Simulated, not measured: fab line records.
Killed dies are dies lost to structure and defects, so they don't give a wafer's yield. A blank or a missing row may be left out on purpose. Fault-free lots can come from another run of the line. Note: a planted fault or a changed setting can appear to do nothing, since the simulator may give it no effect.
The tool behind it: which one?    flow sky130    13 lots, 39 wafers sampled, at 4 steps of a route of 708

WHAT THE GAUGES SHOWED, per wafer
SKY_METAL1_CD_MEAS_15 targets a cd of 140 nm.
lot   measured      on         cd-nm (nm)
L281  day 32 17:15  cd-sem-01  138.8 140.3 140.8
L282  day 33 00:49  cd-sem-01  140.9 141.2 139.7
L283  day 33 19:01  cd-sem-01  140.9 140.0 140.2
L284  day 34 11:19  cd-sem-01  139.0 139.7 139.4
L289  day 35 12:53  cd-sem-01  140.0 140.3 140.3
L291  day 36 15:05  cd-sem-01  138.3 139.7 140.0
L296  day 37 18:02  cd-sem-02  140.8 140.6 142.5
L297  day 37 23:55  cd-sem-02  139.8 140.9 139.6
L298  day 38 05:28  cd-sem-02  140.3 140.7 139.6
L300  day 38 17:15  cd-sem-01  140.1 140.1 139.2
L302  day 39 05:26  cd-sem-02  141.0 142.8 141.6
L303  day 40 04:26  cd-sem-02  140.1 141.1 140.4
L304  day 40 05:34  cd-sem-01  141.7 139.9 140.8

SKY_VIA1_OVL_MEAS_13.
lot   measured      on          VIA1_OVL (nm)
L281  day 33 22:43  overlay-01  1 1 6
L282  day 34 04:28  overlay-02  2 0 0
L283  day 34 22:49  overlay-01  -10 -4 -7
L284  day 35 15:38  overlay-02  -7 -5 -2
L289  day 36 17:17  overlay-02  -3 -3 -2
L291  day 37 19:02  overlay-02  -3 1 -1
L296  day 38 20:16  overlay-01  -12 -8 -9
L297  day 39 03:11  overlay-02  -2 -1 -1
L298  day 39 08:01  overlay-02  -11 -13 -8
L300  day 39 19:39  overlay-01  -10 -15 -13
L302  day 40 08:05  overlay-01  9 2 10
L303  day 41 06:22  overlay-01  -1 2 4
L304  day 41 07:04  overlay-02  13 10 7

EACH LOT AND THE TOOL THAT RAN IT (in order: tool; ch and the chambers of the sampled wafers; start)
lot   SKY_LDD_LDN_IMPLANT_10           SKY_CONTACT_ETCH_16
L281  implanter-03 ch 0, day 22 22:15  rie-diel-03 ch 0,1, day 31 12:16
L282  implanter-04 ch 0, day 23 03:49  rie-diel-04 ch 0,1,2, day 31 20:00
L283  implanter-04 ch 0, day 23 23:27  rie-diel-04 ch 0,2,3, day 32 14:36
L284  implanter-03 ch 0, day 24 20:01  rie-diel-04 ch 0,2,3, day 33 06:33
L289  implanter-04 ch 0, day 25 22:39  rie-diel-03 ch 0,2, day 34 08:49
L291  implanter-04 ch 0, day 27 03:39  rie-diel-04 ch 1,3, day 35 10:33
L296  implanter-01 ch 0, day 28 03:17  rie-diel-01 ch 0,2,3, day 36 14:34
L297  implanter-03 ch 0, day 28 12:42  rie-diel-03 ch 0,2,3, day 36 20:03
L298  implanter-01 ch 0, day 28 21:44  rie-diel-04 ch 0,1,3, day 37 01:46
L300  implanter-04 ch 0, day 29 12:02  rie-diel-03 ch 0,2, day 37 14:03
L302  implanter-01 ch 0, day 30 00:14  rie-diel-03 ch 0,1,2, day 38 02:55
L303  implanter-03 ch 0, day 31 00:19  rie-diel-01 ch 2,3, day 39 02:36
L304  implanter-04 ch 0, day 31 02:05  rie-diel-03 ch 0,1,2, day 39 03:15
- SKY_LDD_LDN_IMPLANT_10
- SKY_CONTACT_ETCH_16: etches BARC in N2/H2, stops on SiO2, time 45.9 s, target depth 60 nm.

WHAT THE TOOLS THEMSELVES READ (means of the sampled wafers that have a number; where no wafer has one, the mark that the record gives instead)
SKY_LDD_LDN_IMPLANT_10.
lot   tool          dose-ions-cm2  faraday-current-uA
L281  implanter-03  1.2494e+13     69.1
L282  implanter-04  1.2505e+13     71.5
L283  implanter-04  1.2502e+13     70.9
L284  implanter-03  1.2496e+13     70.7
L289  implanter-04  6.7993e+12     37.7
L291  implanter-04  6.7580e+12     38.3
L296  implanter-01  1.2507e+13     71.0
L297  implanter-03  1.2504e+13     70.9
L298  implanter-01  1.2490e+13     71.9
L300  implanter-04  1.2478e+13     70.8
L302  implanter-01  1.2501e+13     70.8
L303  implanter-03  1.2504e+13     71.0
L304  implanter-04  1.2494e+13     70.9

SKY_CONTACT_ETCH_16.
lot   tool         drypump-motor-current-A (A)  oes-product-au (a.u.)  throttle-valve-pct (%)
L281  rie-diel-03  6.1                          0.855                  13.222
L282  rie-diel-04  5.8                          0.859                  13.230
L283  rie-diel-04  6.0                          0.852                  13.224
L284  rie-diel-04  6.0                          0.849                  13.223
L289  rie-diel-03  5.8                          0.850                  13.224
L291  rie-diel-04  6.0                          0.852                  13.224
L296  rie-diel-01  5.6                          0.858                  13.229
L297  rie-diel-03  6.1                          0.855                  13.226
L298  rie-diel-04  6.0                          0.852                  13.225
L300  rie-diel-03  5.8                          0.852                  13.226
L302  rie-diel-03  5.9                          0.849                  13.229
L303  rie-diel-01  5.8                          0.854                  13.229
L304  rie-diel-03  5.9                          0.854                  13.240

THE ANSWER, worked out from the rows above alone
Rule: the lots themselves supply what counts as usual. The widest of any qualifying gaps counts: lots, ordered by their means at a reading, are off when they make up no more than a third of the lots, leave a main group of 4 or more, and stand apart from it by 3 or more times the standard deviation of that group's means. If all means in a main group match to the digits the tables above print for the reading, that group is not used. Also off: a lot with no number at a reading for which 4 or more lots have one. The other lots that the step has rows for count as sound. After the gauges, taken in route order, come the tools' own readings; for these a lot's mean is taken, as printed above. At the first step where some lot is off, the reading lying furthest off is the one used; lots without a number count as furthest.
Off: L289, L291 (SKY_LDD_LDN_IMPLANT_10, dose-ions-cm2). The main group has a mean of 1.2498e+13 with a standard deviation of 8.1e+09.
If a tool, at that step or one of the process steps before it, ran each lot that is off and ran no sound lot following the first of them, it fits. None of those tried fits.

WHAT THE SIMULATOR HAD PUT IN
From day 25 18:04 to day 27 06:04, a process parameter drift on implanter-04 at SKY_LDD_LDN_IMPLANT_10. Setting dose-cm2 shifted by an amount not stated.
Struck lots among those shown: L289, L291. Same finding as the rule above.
